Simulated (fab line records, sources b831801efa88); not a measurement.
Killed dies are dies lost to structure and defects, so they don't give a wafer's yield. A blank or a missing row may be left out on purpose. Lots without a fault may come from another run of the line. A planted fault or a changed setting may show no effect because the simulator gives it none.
Which tool did it? | flow gf180mcu | 14 lots, 42 wafers sampled, at 3 steps of a route of 602

WHAT THE GAUGES READ, wafer by wafer
GF_PSD_OVL_MEAS_08. Usual: PSD_OVL 0.0 nm, standard deviation 1.5.
lot  | measured     | on         | PSD_OVL (nm)   | flag
L606 | day 14 04:22 | overlay-01 | 1.7 -0.5 1.4   |
L607 | day 14 09:45 | overlay-02 | -0.9 -0.5 0.6  |
L608 | day 14 18:40 | overlay-01 | -0.8 -1.9 -0.7 |
L610 | day 15 10:53 | overlay-01 | 0.5 0.2 0.2    |
L611 | day 15 17:07 | overlay-01 | 0.8 1.4 2.1    |
L613 | day 16 17:36 | overlay-02 | 2.7 2.6 2.5    |
L618 | day 18 17:07 | overlay-01 | -1.6 -1.7 -2.2 |
L619 | day 18 22:49 | overlay-01 | 1.6 1.3 0.8    |
L622 | day 19 22:16 | overlay-01 | -1.6 -2.5 -2.4 |
L621 | day 20 02:40 | overlay-01 | 1.6 0.3 -0.5   |
L624 | day 20 11:41 | overlay-01 | 0.1 0.5 -1.0   |
L626 | day 21 03:54 | overlay-01 | -0.3 -1.7 -2.6 |
L628 | day 21 23:34 | overlay-01 | -1.1 -2.4 -1.1 |
L629 | day 22 10:19 | overlay-01 | 1.1 0.9 0.7    |

GF_SAB_THK_MEAS_01. Usual: SAB_CVD_00_THK 49.7 nm, standard deviation 0.72.
lot  | measured     | on            | SAB_CVD_00_THK (nm) | flag
L606 | day 14 05:06 | film_metro-02 | 49.8 48.6 50.1      |
L607 | day 14 10:35 | film_metro-03 | 49.3 49.6 50.7      |
L608 | day 14 19:25 | film_metro-02 | 49.7 49.6 51.3      |
L610 | day 15 11:38 | film_metro-02 | 49.3 50.0 50.1      |
L611 | day 15 17:53 | film_metro-02 | 49.7 50.0 51.6      |
L613 | day 16 18:26 | film_metro-02 | 49.7 50.6 50.1      |
L618 | day 18 17:52 | film_metro-03 | 48.2 49.6 49.3      |
L619 | day 18 23:35 | film_metro-03 | 49.8 50.5 49.9      |
L622 | day 19 23:01 | film_metro-01 | 49.5 49.3 49.8      |
L621 | day 20 03:24 | film_metro-01 | 49.0 50.7 50.8      |
L624 | day 20 12:25 | film_metro-02 | 49.5 49.4 50.4      |
L626 | day 21 04:39 | film_metro-02 | 47.9 49.1 50.4      |
L628 | day 22 00:23 | film_metro-01 | 49.6 48.8 49.8      |
L629 | day 22 11:06 | film_metro-03 | 49.3 49.4 49.1      |

WHICH TOOL RAN EACH LOT (tool, then ch and the chambers of the sampled wafers, then the start)
lot  | GF_POLY_GATE_ETCH_12
L606 | rie_diel-01 ch 1,2, day 9 03:12
L607 | rie_diel-02 ch 0,2, day 9 09:21
L608 | rie_diel-02 ch 0,1,2, day 9 17:24
L610 | rie_diel-01 ch 1,3, day 10 06:14
L611 | rie_diel-01 ch 0,1,2, day 10 12:45
L613 | rie_diel-01 ch 2,3, day 11 05:29
L618 | rie_diel-02 ch 2,3, day 12 23:21
L619 | rie_diel-02 ch 0,2, day 13 05:08
L622 | rie_diel-02 ch 0,2,3, day 14 00:03
L621 | rie_diel-02 ch 0,2, day 14 04:23
L624 | rie_diel-03 ch 1,2, day 14 10:53
L626 | rie_diel-03 ch 1,2,3, day 15 01:20
L628 | rie_diel-01 ch 0,1,2, day 15 18:09
L629 | rie_diel-01 ch 0,1,3, day 16 08:30
- GF_POLY_GATE_ETCH_12: etches BARC in N2/H2.

WHAT THE TOOLS THEMSELVES READ (means of the sampled wafers that have a number; where no wafer has one, the mark that the record gives instead)
GF_POLY_GATE_ETCH_12. Usual: bias_w 100.1 W, standard deviation 0.31; drypump_motor_current_A 5.8 A, standard deviation 0.56; oes_product_au 0.735 a.u., standard deviation 0.0043; throttle_valve_pct 13.213 %, standard deviation 0.0088.
lot  | tool        | bias_w (W) | drypump_motor_current_A (A) | oes_product_au (a.u.) | throttle_valve_pct (%) | flag
L606 | rie_diel-01 | 100.0      | 6.0                         | 0.739                 | 13.208                 |
L607 | rie_diel-02 | 100.1      | 5.2                         | 0.731                 | 13.212                 |
L608 | rie_diel-02 | 99.9       | 5.3                         | 0.736                 | 13.210                 |
L610 | rie_diel-01 | 100.3      | 5.8                         | 0.738                 | 13.224                 |
L611 | rie_diel-01 | 93.6       | 5.7                         | 0.734                 | 13.213                 | OFF
L613 | rie_diel-01 | 93.9       | 6.4                         | 0.735                 | 13.211                 | OFF
L618 | rie_diel-02 | 100.1      | 5.8                         | 0.733                 | 13.213                 |
L619 | rie_diel-02 | 99.8       | 5.1                         | 0.732                 | 13.211                 |
L622 | rie_diel-02 | 100.0      | 5.6                         | 0.735                 | 13.218                 |
L621 | rie_diel-02 | 100.2      | 5.2                         | 0.735                 | 13.218                 |
L624 | rie_diel-03 | 100.1      | 5.3                         | 0.737                 | 13.216                 |
L626 | rie_diel-03 | 100.0      | 5.5                         | 0.735                 | 13.207                 |
L628 | rie_diel-01 | 100.0      | 5.7                         | 0.734                 | 13.218                 |
L629 | rie_diel-01 | 100.2      | 5.8                         | 0.736                 | 13.214                 |

THE ANSWER, worked out from the rows above alone
Rule: a lot is off if the mean of its wafers that have a number lies more than 3 standard deviations from the usual mean. A lot without any number at a reading at which 4 lots or more have one is off too. The other lots that the step has rows for count as sound. The gauges are gone through in route order, then the tools' own readings, and for those a lot's mean is taken as printed above. The first step at which some lot is off is used, and at that step the reading that is off furthest; a lot without a number counts as furthest.
Off: L611, L613, at GF_POLY_GATE_ETCH_12 (bias_w).
A tool fits if, at that step or a process step before it, it ran every lot that is off, and no sound lot after the first of them. None of those tried fits.

WHAT THE SIMULATOR HAD PUT IN
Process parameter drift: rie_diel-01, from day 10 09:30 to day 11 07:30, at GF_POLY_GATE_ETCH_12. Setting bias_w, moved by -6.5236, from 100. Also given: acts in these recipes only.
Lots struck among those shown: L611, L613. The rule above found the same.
